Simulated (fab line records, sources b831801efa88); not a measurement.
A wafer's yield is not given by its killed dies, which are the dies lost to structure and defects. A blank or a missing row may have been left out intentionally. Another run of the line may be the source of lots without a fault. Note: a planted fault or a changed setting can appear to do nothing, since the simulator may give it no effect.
fab line records | flow sky130
record: lots: 14 wafers: 42 last_day: 50
route steps=708 shown FIELD_ISO@5 VT_ADJUST_NCORE@129 VT_ADJUST_PCH@147
lots that met no fault: from a run of the same line without faults
start_h: hours from the record's first day to the start of the lot's first wafer shown | wait_h: how many hours have passed since the lot's step before this one | " identical to the entry in the row above | L1.1+2: several wafers, shown together as one row | - no value, or no start given | * or withheld: withheld | < > ~ a bound
route shown NAME@n: NAME is a module with steps in the file, n the number in the route of the first one | usual: the fault-free wafers' mean and standard deviation | same: alike in all rows | chamber/n: place in a boat | sites: the reading at each site | _std_site: the values' standard deviation | _edge_site: the outer-site mean with the inner-site mean subtracted | radius_mm: how far each site lies from the wafer's centre | mask NAME#n: copy n | behind: the most recent tool/chamber to have shaped the wafer | hold: why the lot went on hold/how many hours it stayed there/how the hold came to an end | device: transistor that didn't switch, given as n, p or np | end of line: the same wafers' tests at the end of the route | a step given without rows: its recipe and nothing more | killed: the dies lost at the first sort to structure and to defects; this is not the yield of the wafer | map: a wafer's dies, marking killed ones x, the rest . and places with no die _
set.NAME: the setting the step ran with; set.NAME@STEP: the setting that earlier step ran with | model.NAME: the simulator's own value behind a step, which no gauge read
the route's steps for a sample of lots (tables are steps, rows are wafers)
services: from which hour (start_h, from the record's first day; less than 0 if before it) a tool's chamber was out of use, for how many hours, and why
== steps ==
step: SKY_FIELD_ISO_THK_MEAS_04
recipe: reads: Si3N4_of_FIELD_ISO_CVD_03
usual: FIELD_ISO_CVD_03_THK: 163.7/1.8
columns lot.wafer tool chamber start_h wait_h FIELD_ISO_CVD_03_THK[nm]
L421.3 film_metro-01 - 20.07 0.0 167.4
L421.5 " - " " 167.6
L421.6 " - " " 168.1
L422.2 film_metro-01 - 23.54 0.0 164.5
L422.4 " - " " 164.7
L422.5 " - " " 164.9
L424.1 film_metro-03 - 35.84 0.0 163.3
L424.3 " - " " 164.4
L424.6 " - " " 164.9
L426.1 film_metro-03 - 43.48 0.0 166.1
L426.3 " - " " 165.8
L426.5 " - " " 165.2
L427.2 film_metro-01 - 48.53 0.0 165.4
L427.3 " - " " 165.0
L427.6 " - " " 165.0
L428.3 film_metro-03 - 54.10 0.0 165.6
L428.5 " - " " 164.9
L428.6 " - " " 164.5
L429.1 film_metro-03 - 60.60 0.0 163.6
L429.4 " - " " 162.7
L429.6 " - " " 163.9
L430.4 film_metro-01 - 64.24 0.0 163.2
L430.5 " - " " 165.2
L430.6 " - " " 164.9
L431.1 film_metro-02 - 68.67 0.0 166.6
L431.2 " - " " 164.7
L431.6 " - " " 166.8
L435.2 film_metro-03 - 89.04 0.0 165.7
L435.4 " - " " 163.6
L435.5 " - " " 163.9
L437.1 film_metro-01 - 100.48 0.0 162.0
L437.5 " - " " 160.4
L437.6 " - " " 160.6
L438.1 film_metro-01 - 105.36 0.0 160.9
L438.3 " - " " 163.1
L438.5 " - " " 161.2
L442.1 film_metro-03 - 126.29 0.0 162.2
L442.2 " - " " 161.7
L442.5 " - " " 162.4
L443.2 film_metro-01 - 129.35 0.0 163.8
L443.3 " - " " 164.6
L443.6 " - " " 163.8
step: SKY_FIELD_ISO_THK_MEAS_23
recipe: reads: SiO2_of_FIELD_ISO_OXIDATION_22
usual: FIELD_ISO_OXIDATION_01_THK: 10.04/0.17
columns lot.wafer tool chamber start_h wait_h FIELD_ISO_OXIDATION_01_THK[nm]
L421.3 film_metro-03 - 37.87 0.0 9.90
L421.5 " - " " 10.07
L421.6 " - " " 9.97
L422.2 film_metro-02 - 40.05 0.0 9.70
L422.4 " - " " 9.84
L422.5 " - " " 9.81
L424.1 film_metro-03 - 53.23 0.0 10.03
L424.3 " - " " 10.07
L424.6 " - " " 10.17
L426.1 film_metro-01 - 60.85 0.0 9.78
L426.3 " - " " 9.68
L426.5 " - " " 9.73
L427.2 film_metro-01 - 65.77 0.0 10.22
L427.3 " - " " 10.32
L427.6 " - " " 10.37
L428.3 film_metro-01 - 72.78 0.0 9.93
L428.5 " - " " 9.78
L428.6 " - " " 9.72
L429.1 film_metro-01 - 78.81 0.0 9.92
L429.4 " - " " 10.07
L429.6 " - " " 10.12
L430.4 film_metro-01 - 83.20 0.0 10.04
L430.5 " - " " 10.01
L430.6 " - " " 9.73
L431.1 film_metro-01 - 87.74 0.0 10.02
L431.2 " - " " 10.02
L431.6 " - " " 10.10
L435.2 film_metro-02 - 108.10 0.0 10.24
L435.4 " - " " 10.32
L435.5 " - " " 10.02
L437.1 film_metro-02 - 122.93 0.0 10.32
L437.5 " - " " 10.23
L437.6 " - " " 10.40
L438.1 film_metro-02 - 126.87 0.0 10.05
L438.3 " - " " 10.11
L438.5 " - " " 10.18
L442.1 film_metro-03 - 147.80 0.0 9.90
L442.2 " - " " 10.02
L442.5 " - " " 9.91
L443.2 film_metro-02 - 150.51 0.0 10.23
L443.3 " - " " 10.27
L443.6 " - " " 10.07
step: SKY_VT_ADJUST_NCORE_STRIP_10
recipe: chemistry: O2/N2 power_w: 1400 pressure_mtorr: 1500 platen_temp_c: withheld o2_flow_sccm: 3000 n2_flow_sccm: 300 overash_fraction: 0.5
usual: drypump_motor_current_A: 5.7/0.37 oes_product_au: 0.716/0.0051 strip_time_to_endpoint_s: 14.18/0.033
columns lot.wafer tool chamber start_h wait_h drypump_motor_current_A oes_product_au rf_hours_counter_h strip_time_to_endpoint_s
L421.3 plasma_asher-01 0 191.41 0.1 5.4 0.710 - 14.16
L421.5 " 1 " " 6.3 0.721 - 14.18
L421.6 " 0 " " 5.4 0.718 - 14.17
L422.2 plasma_asher-01 1 193.84 0.1 6.2 0.718 41 14.22
L422.4 " 0 " " 5.5 0.722 - 14.20
L422.5 " 1 " " 6.2 0.715 - 14.18
L424.1 plasma_asher-03 0 211.86 0.1 5.9 0.719 6 14.19
L424.3 " 1 " " 5.3 0.726 - 14.15
L424.6 " 1 " " 5.3 0.717 - 14.17
L426.1 plasma_asher-01 1 221.44 0.1 6.2 0.719 44 14.19
L426.3 " 0 " " 5.4 0.721 - 14.18
L426.5 " 0 " " 5.4 0.716 - 14.17
L427.2 plasma_asher-01 1 230.54 0.1 6.2 0.716 44 14.12
L427.3 " 0 " " 5.4 0.716 - 14.13
L427.6 " 0 " " 5.4 0.722 - 14.11
L428.3 plasma_asher-01 1 239.21 0.1 6.2 0.713 - 14.23
L428.5 " 0 " " 5.4 0.720 - 14.16
L428.6 " 1 " " 6.2 0.716 - 14.24
L429.1 plasma_asher-03 1 246.09 0.1 5.3 0.721 10 14.21
L429.4 " 0 " " 5.9 0.720 - 14.21
L429.6 " 0 " " 5.9 0.713 - 14.20
L430.4 plasma_asher-04 0 253.32 0.1 5.7 0.719 - 14.13
L430.5 " 0 " " 5.7 0.722 - 14.16
L430.6 " 1 " " 6.1 0.717 - 14.13
L431.1 plasma_asher-03 1 258.31 0.1 5.2 0.716 11 14.21
L431.2 " 0 " " 5.9 0.721 11 14.23
L431.6 " 1 " " 5.3 0.715 - 14.20
L435.2 plasma_asher-01 1 285.96 0.1 6.2 0.707 50 14.14
L435.4 " 1 " " 6.2 0.708 - 14.11
L435.5 " 0 " " 5.4 0.717 - 14.15
L437.1 plasma_asher-04 0 306.19 0.1 5.7 0.717 62 14.15
L437.5 " 0 " " 5.7 0.723 - 14.18
L437.6 " 1 " " 6.1 0.707 - 14.21
L438.1 plasma_asher-03 1 313.82 0.1 5.3 0.720 16 14.16
L438.3 " 1 " " 5.3 0.716 - 14.19
L438.5 " 1 " " 5.3 0.711 - 14.14
L442.1 plasma_asher-04 1 342.34 0.1 6.1 0.714 65 14.19
L442.2 " 0 " " 5.7 0.714 65 14.21
L442.5 " 0 " " 5.7 0.720 - 14.25
L443.2 plasma_asher-03 0 346.94 0.1 5.9 0.718 20 14.18
L443.3 " 0 " " 5.9 0.719 - 14.16
L443.6 " 1 " " 5.3 0.719 - 14.18
step: SKY_VT_ADJUST_PCH_EXPOSE_04
recipe: mask_id: NWM na: 0.6 source_shape: conventional sigma_outer: 0.6 polarization: unpolarized target_cd_nm: 840 dose_mj: 255
usual: exposure_dose_mJ_cm2: 254.98/0.24 focus_offset_nm: 0.1/0.47
columns lot.wafer tool chamber start_h wait_h mask exposure_dose_mJ_cm2 focus_offset_nm
L421.3 iline_stepper-01 0 224.01 - NWM#0 254.91 -0.3
L421.5 " 0 " " NWM#0 255.21 0.8
L421.6 " 0 " " NWM#0 255.15 0.5
L422.2 iline_stepper-01 0 228.42 - NWM#0 254.79 0.8
L422.4 " 0 " " NWM#0 255.12 0.8
L422.5 " 0 " " NWM#0 254.97 0.8
L424.1 iline_stepper-02 0 246.04 - NWM#0 254.66 1.4
L424.3 " 0 " " NWM#0 254.86 -0.1
L424.6 " 0 " " NWM#0 254.41 0.8
L426.1 iline_stepper-01 0 255.79 - NWM#0 255.61 0.1
L426.3 " 0 " " NWM#0 255.22 0.3
L426.5 " 0 " " NWM#0 254.73 0.3
L427.2 iline_stepper-01 0 266.31 - NWM#0 254.81 -0.6
L427.3 " 0 " " NWM#0 254.95 0.7
L427.6 " 0 " " NWM#0 254.99 0.3
L428.3 iline_stepper-02 0 275.23 - NWM#0 254.51 -0.5
L428.5 " 0 " " NWM#0 254.83 -0.2
L428.6 " 0 " " NWM#0 254.75 -0.2
L429.1 iline_stepper-01 0 282.89 - NWM#0 255.37 0.0
L429.4 " 0 " " NWM#0 255.00 -0.6
L429.6 " 0 " " NWM#0 255.39 0.1
L430.4 iline_stepper-01 0 290.23 - NWM#0 255.04 0.6
L430.5 " 0 " " NWM#0 254.76 1.0
L430.6 " 0 " " NWM#0 254.94 0.2
L431.1 iline_stepper-01 0 295.72 - NWM#0 254.90 -0.2
L431.2 " 0 " " NWM#0 255.06 -0.3
L431.6 " 0 " " NWM#0 255.19 -0.7
L435.2 iline_stepper-02 0 324.79 - NWM#0 255.16 -0.2
L435.4 " 0 " " NWM#0 255.16 -0.6
L435.5 " 0 " " NWM#0 255.60 0.8
L437.1 iline_stepper-01 - 346.25 - NWM#0 - -
L437.5 " - " " NWM#0 - -
L437.6 " - " " NWM#0 - -
L438.1 iline_stepper-01 - 354.90 - NWM#0 - -
L438.3 " - " " NWM#0 - -
L438.5 " - " " NWM#0 - -
L442.1 iline_stepper-02 0 385.09 - NWM#0 255.25 0.6
L442.2 " 0 " " NWM#0 254.94 -0.4
L442.5 " 0 " " NWM#0 254.80 0.5
L443.2 iline_stepper-01 0 389.52 - NWM#0 254.91 -0.9
L443.3 " 0 " " NWM#0 255.15 -0.4
L443.6 " 0 " " NWM#0 255.09 -0.7
== services ==
columns tool chamber start_h hours kind
iline_stepper-02 - 223.16 4.4 pm
plasma_asher-01 - 248.62 2.9 repair
iline_stepper-01 0 271.56 - calibration
iline_stepper-02 0 283.93 - calibration
plasma_asher-03 - 298.60 0.9 repair
iline_stepper-02 - 311.94 1.7 pm
iline_stepper-01 - 343.68 1.7 pm
== key ==
first_sign: step: SKY_VT_ADJUST_PCH_EXPOSE_04 reading: tool_record direction: missing
effect none on later readings
met_at SKY_VT_ADJUST_PCH_EXPOSE_04
struck_lots L437,L438
sort_left_out L437.1,L437.5,L437.6,L438.1,L438.3,L438.5
tester_left_out L437,L438
not_acting_at SKY_FIELD_ISO_THK_MEAS_04,SKY_FIELD_ISO_THK_MEAS_23,SKY_VT_ADJUST_NCORE_STRIP_10
onset_between 295.72 346.25
fault: kind: skipped_step_whole tool: iline_stepper-01 chamber: - onset_h: 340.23 steps: SKY_VT_ADJUST_PCH_EXPOSE_04 scope: struck_lots_only
tester_left_out: of these lots the tester's yield and bins aren't shown, on N5 and GAA mostly nor the transistor test; their killed dies are dies lost to structure and defects alone, not to doping, threshold or leakage, so they don't give the yield
sort_left_out: the simulated sort isn't trusted on such a fault, so these wafers' sort isn't shown, and their yield isn't known
